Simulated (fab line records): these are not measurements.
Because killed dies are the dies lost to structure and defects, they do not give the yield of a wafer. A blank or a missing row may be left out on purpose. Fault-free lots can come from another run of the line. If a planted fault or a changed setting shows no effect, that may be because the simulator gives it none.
A struck lot beside a sound one | flow sky130 | 16 steps out of a route of 708
Sound: the wafers L924.1, L924.2, L924.6. Wafers struck: L932.1, L932.2, L932.4. The cause comes at the end.
For every step that has rows: the tool of each side, followed by ch and its chambers, followed by its first start. Under that, the readings that differ: sound wafers | struck wafers | difference of the means | sigmas: that difference in standard deviations of wafers without a fault.
alike: readings whose means differ by less than 2 such deviations, and words and numbers that are the same on both sides. not compared: withheld readings, readings that some wafer has no value for, bounds like >300 that may hide the same value, and numbers for which the record gives no deviation and whose values overlap.
The two part at a step that has a row with sigmas, a row that says differs or no value, or rows on one side only. Non-overlapping numbers with no deviation appear without sigmas and do not part them. Lack of a reading on every wafer of one side parts them only where that side has two or more wafers.

first, 9 steps without rows for these wafers: SKY_CAP2M_CLEAN_17 (cleans in O3/DIW); SKY_METAL4_DEHYDRATE_05 (time 60 s); SKY_METAL4_HMDS_06 (prime time 60 s); SKY_METAL4_COAT_07 (resist thk 60 nm); SKY_METAL4_COAT_08 (resist thk 1140 nm); SKY_METAL4_SOFTBAKE_09 (time 90 s); SKY_METAL4_EXPOSE_10 (exposes mask MM4, target cd 300 nm); SKY_METAL4_PEB_11; SKY_METAL4_DEVELOP_12 (develop time 60 s).
SKY_METAL4_CD_MEAS_13: the cd target is 300 nm.
  sound on cdSem-01, day 44 14:20; struck on cdSem-02, day 46 12:35
  alike: cdNm
SKY_METAL4_OVL_MEAS_14:
  sound on overlay-01, day 44 14:28; struck on overlay-02, day 46 12:43
  alike: METAL4_OVL
SKY_METAL4_DESCUM_15: chemistry O2, time 8 s.
  sound on rieMetal-04 ch 0,1, day 44 14:29; struck on rieMetal-04 ch 0,1, day 46 12:44
  alike: chamberPressureMTorr, drypumpMotorCurrentA, oesProductAu
  not compared: rfHoursCounterH
SKY_METAL4_ETCH_16: etches BARC in N2/H2, stops on SiO2, time 88.2 s, target depth 60 nm.
  sound on rieMetal-04 ch 0,1, day 44 14:31; struck on rieMetal-04 ch 0,1, day 46 12:46
reading                                      | sound             | struck            | difference | sigmas
oesProductAu (a.u.)                          | 0.626 0.629 0.630 | 0.748 0.742 0.749 | +0.118     | +26
runLengthS (s)                               | 115.8 117.2 117.0 | 97.9 97.3 97.3    | -19.2      | -48
model.KrF-thick_of_METAL4_COAT_08.thkNm (nm) | 1072 1075 1077    | 1096 1090 1089    | +17        | 
  alike: chamberPressureMTorr, drypumpMotorCurrentA, throttleValvePct
  not compared: rfHoursCounterH, model.METAL4.cdNm
SKY_METAL4_ETCH_17: etches SiO2 in C4F8/O2/Ar, stops on TiN, time 3.9 s, target depth 15 nm.
  sound on rieDiel-04 ch 1,3, day 44 14:37; struck on rieDiel-01 ch 0,1,2, day 46 12:52
  alike: chamberPressureMTorr, oesProductAu
  not compared: rfHoursCounterH, model.METAL4.cdNm
SKY_METAL4_METAL_ETCH_18: etches the open film in Cl2/BCl3, stops on SiO2, target depth 845 nm, time 183.1 s.
  sound on rieMetal-01 ch 0,1, day 44 14:38; struck on rieMetal-01 ch 0,1, day 46 12:53
  alike: chamberPressureMTorr, drypumpMotorCurrentA, oesProductAu, runLengthS, throttleValvePct
  not compared: rfHoursCounterH
-- the record jumps here: 3 days lie between the struck wafers' starts before and after (it left off in module METAL4 and takes up again in module PAD_OPEN, whose first step shown is number 708 of the route) --
SKY_PAD_OPEN_PROBE_99:
  rows exist in the record for the struck wafers here (prober-02, day 49 22:35), but not for the sound ones

## WHERE THEY PART
First at SKY_METAL4_ETCH_16; last, within this record, at SKY_PAD_OPEN_PROBE_99.

WHY: what had been put in by the simulator
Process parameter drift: rieMetal-04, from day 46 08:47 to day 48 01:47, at SKY_METAL4_ETCH_16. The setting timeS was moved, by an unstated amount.
